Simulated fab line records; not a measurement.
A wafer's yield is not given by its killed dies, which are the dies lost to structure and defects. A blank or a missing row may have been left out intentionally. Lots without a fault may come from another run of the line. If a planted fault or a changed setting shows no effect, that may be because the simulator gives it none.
Problem report, 8D (eight disciplines) form, completed by code -- flow gf180mcu -- the parts of the form that need people (team, actions taken, sign-off) are left out
Where a reading is given only as a bound, like >300, the bound stands for it, and a mean or a difference that rests on one is marked > or <: the true number lies beyond.

== 1. WHAT WENT WRONG ==
Across 6 wafers from 2 lots, V4_W_RS at GF_V4_RS_MEAS_24 averages 43.984 ohm/sq, while fault-free wafers read 0.327 ohm/sq with a standard deviation of 0.0031. That is +99 or more standard deviations from the usual mean.
The step: measures by four-point-probe.
First seen on wafer L102.1, day 29 00:33, on film_metro-04. The record has a number at this step for 42 wafers belonging to 14 lots. The rule behind "out" and "out of limits": a value lying over 4 standard deviations away from the usual mean. Any other wafer with a number is counted as sound.

== 2. WHAT THIS IS AND IS NOT ==
question,is,is not
which readings at this step,V4_W_RS,-
which lots,"L102, L103","L100, L101, L106, L111, L988, L990, L991, L993, L994, L996, L997, L998"
which wafers of those lots,all that have a number,-
read on which gauges,"film_metro-03, film_metro-04",-
when,from day 29 00:33,"up to then (30 sound wafers); but 6 sound wafers of L106, L111 came after"

== 3. WHAT RULES OUT EACH SUSPECT ==
Counting: a tool at any process step up to the reading remains a suspect when it ran all the lots that are out and ran no sound lot after the first of those.
- the gauge at GF_V4_RS_MEAS_24 is ruled out. 2 gauges (film_metro-03, film_metro-04) read the wafers that are out.
- cvd_w-01 at GF_V4_CVD_23 (deposits W, target thk 350 nm, time 104.9 s): ruled out as a lasting fault. Following L102 (day 29 00:26), the first lot on it that is out, the sound lots L106, L111 were run on it.
Left after counting: nothing in the record.

== 4. THE CAUSE (what the simulator had put in) ==
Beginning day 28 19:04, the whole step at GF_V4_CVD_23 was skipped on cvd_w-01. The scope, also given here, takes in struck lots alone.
Counting ruled it out, wrongly: the rule takes a fault to strike every lot that its tool runs from its start on, and this one did not.

== 5. SEQUENCE OF EFFECTS, ordered by route ==
Each row: a reading whose mean over the struck wafers that have a number lies more than 3 standard deviations from the usual. Readings are gone through only where the record gives a usual standard deviation; hours: the median, over the lots, of the time from a lot's start at the first step in this table giving one to that lot's start at this step; sigmas: the change measured in usual standard deviations.
hours,step,reading,usual,on struck wafers,change,sigmas
0,GF_V4_RS_MEAS_24,V4_W_RS,0.327 ohm/sq,43.984,+43.657,+99 or more
0,GF_V4_THK_MEAS_25,V4_W_THK,346 nm,<0,<-346,<-91
0,GF_V4_CMP_26,time_to_endpoint_s,83 s,0,-82,-24
Process steps it contains:
- GF_V4_CMP_26: polishes, stops on SiO2, t overpolish 15 s, target thk 0 nm.
Readings that are blank on the struck wafers while sound wafers have them: chamber_pressure_Torr at GF_V4_CVD_23; heater_power_outer_w at GF_V4_CVD_23; heater_power_w at GF_V4_CVD_23.

== 6. WHAT WOULD HAVE CAUGHT IT SOONER ==
Counted from the fault's start at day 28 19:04, it took 5 hours until the first out-of-limits reading at a measuring or inspecting step in this record, taken at day 29 00:33.
At GF_V4_CVD_23 the tool's readings are blank on the struck wafers, where sound wafers have them: an empty tool record is the first sign, and it was there at once.
